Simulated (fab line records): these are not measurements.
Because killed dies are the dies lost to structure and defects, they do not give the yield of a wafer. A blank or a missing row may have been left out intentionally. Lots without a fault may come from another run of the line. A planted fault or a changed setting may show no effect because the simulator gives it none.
Which tool did it?    flow sky130    24 lots, 72 wafers sampled, at 5 steps of a route of 708

== WHAT EACH GAUGE READ, for each wafer ==
SKY_GATE_OXIDE_OVL_MEAS_10.
lot   measured      on          GATE_OXIDE_OVL (nm)
L075  day 14 15:53  overlay-01  0.4 1.0 -0.7
L074  day 14 18:57  overlay-02  -1.5 -2.0 0.9
L077  day 15 13:46  overlay-01  -0.7 -0.9 -1.0
L076  day 15 13:47  overlay-02  -1.0 0.7 -0.8
L079  day 15 21:24  overlay-02  1.9 1.2 1.5
L078  day 15 23:41  overlay-01  0.6 0.1 -0.2
L082  day 18 13:42  overlay-01  1.6 2.9 2.2
L081  day 18 13:59  overlay-02  0.7 1.9 0.8
L084  day 18 14:05  overlay-01  0.6 1.2 2.5
L087  day 18 14:08  overlay-01  -1.4 -2.1 -0.2
L085  day 18 14:23  overlay-02  -1.2 0.4 -2.2
L080  day 18 14:39  overlay-01  0.0 -2.3 -1.0
L086  day 18 15:35  overlay-02  0.0 -1.6 -2.0
L083  day 18 15:53  overlay-01  3.4 2.9 2.9
L088  day 18 20:59  overlay-02  -0.8 -0.5 1.1
L089  day 19 01:16  overlay-02  1.0 1.7 -0.3
L090  day 19 12:38  overlay-01  -0.9 -0.2 -0.8
L091  day 20 07:57  overlay-02  0.2 0.4 1.6
L092  day 20 11:29  overlay-02  1.1 1.6 1.7
L093  day 20 13:20  overlay-02  0.0 0.2 1.2
L094  day 20 18:37  overlay-02  -0.3 -0.6 -0.2
L095  day 21 05:16  overlay-02  -2.3 -0.6 2.0
L096  day 21 10:51  overlay-02  -1.6 1.5 0.0
L097  day 21 21:17  overlay-01  1.5 1.0 1.4

SKY_RES_PROTECT_TW_MEAS_08.
lot   measured      on             POLY_GATE_TW
L075  day 15 21:20  film_metro-02  4034 4040 4063
L074  day 16 02:11  film_metro-02  4023 4032 4037
L077  day 16 22:11  film_metro-02  4046 4031 4042
L076  day 16 21:32  film_metro-02  4056 4041 4049
L079  day 17 05:36  film_metro-04  4074 4075 4060
L078  day 17 08:44  film_metro-04  4092 4072 4076
L082  day 20 01:04  film_metro-02  4028 4040 4041
L081  day 20 01:26  film_metro-01  4108 4091 4095
L084  day 20 00:29  film_metro-04  4110 4101 4073
L087  day 20 03:25  film_metro-01  4106 4112 4107
L085  day 20 02:52  film_metro-04  4122 4117 4102
L080  day 20 02:49  film_metro-02  4067 4060 4050
L086  day 20 03:44  film_metro-04  4101 4120 4106
L083  day 20 06:00  film_metro-02  4078 4041 4056
L088  day 20 08:28  film_metro-02  4043 4028 4036
L089  day 20 13:22  film_metro-01  4103 4097 4116
L090  day 20 22:47  film_metro-02  4050 4051 4029
L091  day 21 19:22  film_metro-02  4025 4039 4058
L092  day 21 22:09  film_metro-04  4098 4111 4091
L093  day 22 01:33  film_metro-01  4094 4065 4096
L094  day 22 04:01  film_metro-04  4070 4066 4079
L095  day 22 14:46  film_metro-02  4024 4034 4049
L096  day 22 23:27  film_metro-04  4087 4072 4073
L097  day 23 07:44  film_metro-02  4031 4033 4043

SKY_POLY_GATE_CD_MEAS_22.
lot   measured      on         cd_nm (nm)
L075  day 17 07:07  cd_sem-01  146 153 146
L074  day 17 13:40  cd_sem-01  145 153 147
L077  day 18 09:56  cd_sem-02  147 151 144
L076  day 18 08:05  cd_sem-02  149 151 156
L079  day 18 18:38  cd_sem-02  152 149 148
L078  day 18 21:59  cd_sem-02  151 151 152
L082  day 21 12:11  cd_sem-01  149 153 148
L081  day 21 13:22  cd_sem-01  152 143 152
L084  day 21 10:05  cd_sem-01  144 157 154
L087  day 21 19:22  cd_sem-01  149 152 145
L085  day 21 19:14  cd_sem-01  143 156 152
L080  day 21 19:06  cd_sem-01  146 152 155
L086  day 21 19:41  cd_sem-01  153 154 147
L083  day 21 19:51  cd_sem-01  156 143 143
L088  day 21 21:43  cd_sem-01  148 152 152
L089  day 22 00:53  cd_sem-01  151 150 145
L090  day 22 07:49  cd_sem-01  156 146 150
L091  day 23 04:08  cd_sem-02  146 156 151
L092  day 23 08:31  cd_sem-02  146 151 148
L093  day 23 11:55  cd_sem-02  153 152 151
L094  day 23 13:24  cd_sem-02  146 146 149
L095  day 24 00:09  cd_sem-02  151 147 154
L096  day 24 08:29  cd_sem-02  148 148 152
L097  day 24 17:10  cd_sem-02  147 152 149

SKY_LDD_P_OVL_MEAS_08.
lot   measured      on          LDD_P_OVL (nm)
L075  day 19 19:30  overlay-01  -1.3 -1.2 -1.3
L074  day 20 02:24  overlay-01  -0.3 -3.6 -1.3
L077  day 20 23:18  overlay-01  0.2 -1.0 2.2
L076  day 20 22:20  overlay-02  -0.7 -0.5 0.5
L079  day 21 08:57  overlay-01  1.3 0.7 0.5
L078  day 21 13:38  overlay-02  0.2 -1.0 1.9
L082  day 24 01:54  overlay-01  -2.0 -1.2 -1.8
L081  day 24 02:22  overlay-01  -0.1 1.5 0.5
L084  day 24 00:03  overlay-01  -1.2 -0.9 0.9
L087  day 24 08:14  overlay-01  -0.3 -1.1 -0.4
L085  day 24 07:26  overlay-02  0.5 -0.2 0.5
L080  day 24 06:46  overlay-01  -2.3 0.3 -2.6
L086  day 24 08:25  overlay-02  0.6 0.7 1.2
L083  day 24 08:51  overlay-01  -2.8 -2.0 -0.2
L088  day 24 09:26  overlay-01  0.3 1.0 0.9
L089  day 24 13:38  overlay-02  -0.9 0.9 -0.6
L090  day 24 20:45  overlay-01  -0.2 0.6 -0.3
L091  day 25 16:19  overlay-01  -1.0 -2.5 0.6
L092  day 25 20:20  overlay-02  1.8 1.5 1.7
L093  day 25 23:42  overlay-01  -0.2 0.2 -0.8
L094  day 26 01:55  overlay-02  -0.6 -1.6 -0.9
L095  day 26 12:54  overlay-02  0.0 0.9 -1.5
L096  day 26 21:41  overlay-02  -1.4 -2.4 -0.9
L097  day 27 04:07  overlay-01  -0.3 -0.2 -1.2

== WHICH TOOL RAN EACH LOT (tool, then ch and the chambers of the sampled wafers, then the start) ==
lot   SKY_LDD_N_STRIP_16
L075  plasma_asher-02 ch 0,1, day 18 13:04
L074  plasma_asher-04 ch 0, day 18 19:55
L077  plasma_asher-04 ch 0,1, day 19 16:53
L076  plasma_asher-03 ch 0,1, day 19 15:38
L079  plasma_asher-04 ch 0,1, day 20 02:38
L078  plasma_asher-03 ch 0,1, day 20 06:16
L082  plasma_asher-02 ch 0,1, day 22 19:29
L081  plasma_asher-03 ch 1, day 22 20:32
L084  plasma_asher-02 ch 1, day 22 17:43
L087  plasma_asher-02 ch 0,1, day 23 01:55
L085  plasma_asher-04 ch 0,1, day 23 01:45
L080  plasma_asher-02 ch 0,1, day 23 01:27
L086  plasma_asher-03 ch 0,1, day 23 02:37
L083  plasma_asher-02 ch 0,1, day 23 02:55
L088  plasma_asher-04 ch 0,1, day 23 03:47
L089  plasma_asher-02 ch 0,1, day 23 08:04
L090  plasma_asher-02 ch 0,1, day 23 14:52
L091  plasma_asher-03 ch 0,1, day 24 10:49
L092  plasma_asher-04 ch 0,1, day 24 15:04
L093  plasma_asher-03 ch 0,1, day 24 19:13
L094  plasma_asher-02 ch 0,1, day 24 20:19
L095  plasma_asher-02 ch 0,1, day 25 07:38
L096  plasma_asher-03 ch 0,1, day 25 15:43
L097  plasma_asher-04 ch 0,1, day 25 23:16
- SKY_LDD_N_STRIP_16: strips in O2/N2.

== WHAT THE TOOLS THEMSELVES READ (means of the sampled wafers that have a number; where no wafer has one, the mark that the record gives instead) ==
SKY_LDD_N_STRIP_16.
lot   tool             drypump_motor_current_A (A)  oes_product_au (a.u.)  strip_time_to_endpoint_s (s)
L075  plasma_asher-02  4.9                          0.404                  4.305
L074  plasma_asher-04  6.2                          0.407                  4.296
L077  plasma_asher-04  5.7                          0.406                  4.325
L076  plasma_asher-03  6.0                          0.410                  4.318
L079  plasma_asher-04  5.8                          0.406                  4.307
L078  plasma_asher-03  6.0                          0.412                  4.309
L082  plasma_asher-02  4.9                          0.412                  4.306
L081  plasma_asher-03  5.7                          0.411                  4.324
L084  plasma_asher-02  4.7                          0.407                  4.319
L087  plasma_asher-02  5.0                          0.409                  4.314
L085  plasma_asher-04  6.0                          0.412                  4.337
L080  plasma_asher-02  5.0                          0.405                  4.302
L086  plasma_asher-03  5.9                          0.410                  4.318
L083  plasma_asher-02  5.0                          0.408                  4.312
L088  plasma_asher-04  5.8                          0.409                  4.325
L089  plasma_asher-02  5.0                          0.402                  4.321
L090  plasma_asher-02  5.0                          0.408                  4.319
L091  plasma_asher-03  5.8                          0.411                  4.314
L092  plasma_asher-04  6.0                          0.412                  4.318
L093  plasma_asher-03  5.8                          0.407                  4.306
L094  plasma_asher-02  4.9                          0.404                  4.312
L095  plasma_asher-02  5.1                          0.408                  4.309
L096  plasma_asher-03  5.8                          0.410                  4.309
L097  plasma_asher-04  6.0                          0.407                  4.317

== THE ANSWER, worked out from the rows above alone ==
Rule: usual is defined by the lots themselves. The widest of any qualifying gaps counts: lots, ordered by their means at a reading, are off when they make up no more than a third of the lots, leave a main group of 4 or more, and stand apart from it by 3 or more times the standard deviation of that group's means. Not used: any main group whose means are identical at the precision the tables above print for the reading. A lot without any number at a reading at which 4 lots or more have one is off too. Where the step has rows for the other lots, those lots are counted as sound. After the gauges, taken in route order, come the tools' own readings; for these a lot's mean is taken, as printed above. The first step at which some lot is off is used, and at that step the reading that is off furthest; a lot without a number counts as furthest.
No lot is off on any of the readings shown, so nothing can be concluded from this.

== WHAT THE SIMULATOR HAD INSERTED ==
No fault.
